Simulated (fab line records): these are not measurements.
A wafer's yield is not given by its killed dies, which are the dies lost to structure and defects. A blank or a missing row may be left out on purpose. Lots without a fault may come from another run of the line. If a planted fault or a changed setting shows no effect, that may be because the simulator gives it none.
Which tool is to blame? :: flow gf180mcu :: 6 lots, 18 wafers sampled, at 2 steps of a route of 602

WHAT THE GAUGES SHOWED, per wafer
GF_PSD_RS_MEAS_14: the measuring method here is four-point-probe.
lot: L643
measured: day 14 17:29
on: film metro-03
NSD_RS (ohm/sq): 45.88 45.92 45.84

lot: L647
measured: day 15 22:26
on: film metro-03
NSD_RS (ohm/sq): 45.79 45.78 45.82

lot: L649
measured: day 16 12:23
on: film metro-01
NSD_RS (ohm/sq): 45.81 45.93 45.91

lot: L652
measured: day 17 18:08
on: film metro-01
NSD_RS (ohm/sq): 40.17 40.18 40.27

lot: L660
measured: day 20 14:46
on: film metro-02
NSD_RS (ohm/sq): 45.90 45.90 45.91

lot: L662
measured: day 21 09:19
on: film metro-01
NSD_RS (ohm/sq): 45.86 45.87 46.00

WHAT TOOL EACH LOT RAN ON (gives the tool, then ch and the chambers of the sampled wafers, and finally the start)
lot: L643
GF_PSD_RTA_13: rtp anneal-01 ch 0, day 14 17:23

lot: L647
GF_PSD_RTA_13: rtp anneal-01 ch 0, day 15 22:20

lot: L649
GF_PSD_RTA_13: rtp anneal-02 ch 0, day 16 12:18

lot: L652
GF_PSD_RTA_13: rtp anneal-01 ch 0, day 17 18:04

lot: L660
GF_PSD_RTA_13: rtp anneal-01 ch 0, day 20 14:40

lot: L662
GF_PSD_RTA_13: rtp anneal-01 ch 0, day 21 09:13
- GF_PSD_RTA_13: time 20 s.

THE ANSWER, worked out from the rows above alone
Rule: usual is defined by the lots themselves. The widest of any qualifying gaps counts: lots, ordered by their means at a reading, are off when they make up no more than a third of the lots, leave a main group of 4 or more, and stand apart from it by 3 or more times the standard deviation of that group's means. A main group whose means are all the same, to the digits that the tables above print for the reading, isn't used. Also off: a lot with no number at a reading for which 4 or more lots have one. The other lots that the step has rows for count as sound.
Off: L652, at GF_PSD_RS_MEAS_14 (NSD_RS). For the main group the mean is 45.87 ohm/sq and the standard deviation 0.041.
If a tool, at a process step before that reading, ran all the lots that are off and no sound lot after the first of them, it fits. Those tools and the gauges at GF_PSD_RS_MEAS_14 are tried in the same way. None of those tried fits.

WHAT THE SIMULATOR HAD PUT IN
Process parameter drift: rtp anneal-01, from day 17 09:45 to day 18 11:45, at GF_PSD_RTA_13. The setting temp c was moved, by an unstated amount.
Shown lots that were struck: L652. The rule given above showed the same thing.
